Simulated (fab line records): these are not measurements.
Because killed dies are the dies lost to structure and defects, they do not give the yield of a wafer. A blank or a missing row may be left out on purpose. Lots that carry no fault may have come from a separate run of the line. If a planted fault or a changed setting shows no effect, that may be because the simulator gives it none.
The tool behind it: which one? :: flow sky130 :: 11 lots, 33 wafers sampled, at 2 steps of a route of 708

## WHAT THE GAUGES SHOWED, per wafer
SKY_VIA3_BOW_MEAS_03. Usual: VIA3_BOW gives 78 um (standard deviation 6.8).
lot: L111
measured: day 39 09:44
on: film-metro-02
VIA3_BOW (um): 71 74 76
flag: 

lot: L112
measured: day 39 11:51
on: film-metro-03
VIA3_BOW (um): 73 76 83
flag: 

lot: L115
measured: day 40 14:11
on: film-metro-02
VIA3_BOW (um): 79 79 89
flag: 

lot: L116
measured: day 40 18:43
on: film-metro-03
VIA3_BOW (um): 81 80 72
flag: 

lot: L117
measured: day 41 09:48
on: film-metro-01
VIA3_BOW (um): 76 83 82
flag: 

lot: L123
measured: day 42 20:34
on: film-metro-02
VIA3_BOW (um): 78 83 68
flag: 

lot: L124
measured: day 43 04:23
on: film-metro-03
VIA3_BOW (um): 92 75 87
flag: 

lot: L126
measured: day 44 03:13
on: film-metro-02
VIA3_BOW (um): 76 71 89
flag: 

lot: L129
measured: day 44 05:12
on: film-metro-01
VIA3_BOW (um): 83 74 80
flag: 

lot: L131
measured: day 44 20:54
on: film-metro-03
VIA3_BOW (um): 85 77 83
flag: 

lot: L132
measured: day 45 10:56
on: film-metro-01
VIA3_BOW (um): 70 63 68
flag: 

SKY_VIA3_THK_MEAS_23: measures by xrf. Usual: VIA3_W_THK gives 404 nm (standard deviation 5.7).
lot: L111
measured: day 40 12:17
on: film-metro-01
VIA3_W_THK (nm): 400 402 399
flag: 

lot: L112
measured: day 40 13:37
on: film-metro-01
VIA3_W_THK (nm): 404 400 405
flag: 

lot: L115
measured: day 41 15:08
on: film-metro-03
VIA3_W_THK (nm): 414 411 406
flag: 

lot: L116
measured: day 41 20:26
on: film-metro-02
VIA3_W_THK (nm): 405 406 406
flag: 

lot: L117
measured: day 42 11:16
on: film-metro-03
VIA3_W_THK (nm): 401 400 407
flag: 

lot: L123
measured: day 43 20:42
on: film-metro-02
VIA3_W_THK (nm): 406 401 405
flag: 

lot: L124
measured: day 44 03:49
on: film-metro-01
VIA3_W_THK (nm): 404 398 398
flag: 

lot: L126
measured: day 45 02:54
on: film-metro-02
VIA3_W_THK (nm): 408 406 404
flag: 

lot: L129
measured: day 45 05:24
on: film-metro-02
VIA3_W_THK (nm): 406 406 395
flag: 

lot: L131
measured: day 45 20:16
on: film-metro-01
VIA3_W_THK (nm): 402 396 394
flag: 

lot: L132
measured: day 46 08:05
on: film-metro-01
VIA3_W_THK (nm): 395 397 385
flag: 

## EACH LOT AND THE TOOL THAT RAN IT (in order: tool; ch and the chambers of the sampled wafers; start)
The record holds no process step before these readings.

## WHAT THE TOOLS THEMSELVES READ (means of the sampled wafers that have a number; where no wafer has one, the mark that the record gives instead)
The record holds no such reading with a usual standard deviation.

## THE ANSWER, worked out from the rows above alone
Rule: lot off if the mean of its wafers having a number is beyond 3 standard deviations from the usual mean. A lot without any number at a reading at which 4 lots or more have one is off too. The other lots that the step has rows for count as sound. After the gauges, taken in route order, come the tools' own readings; for these a lot's mean is taken, as printed above. At the first step where some lot is off, the reading lying furthest off is the one used; lots without a number count as furthest.
No lot is off on any of the readings shown, so nothing can be concluded from this.

## WHAT THE SIMULATOR HAD PUT IN
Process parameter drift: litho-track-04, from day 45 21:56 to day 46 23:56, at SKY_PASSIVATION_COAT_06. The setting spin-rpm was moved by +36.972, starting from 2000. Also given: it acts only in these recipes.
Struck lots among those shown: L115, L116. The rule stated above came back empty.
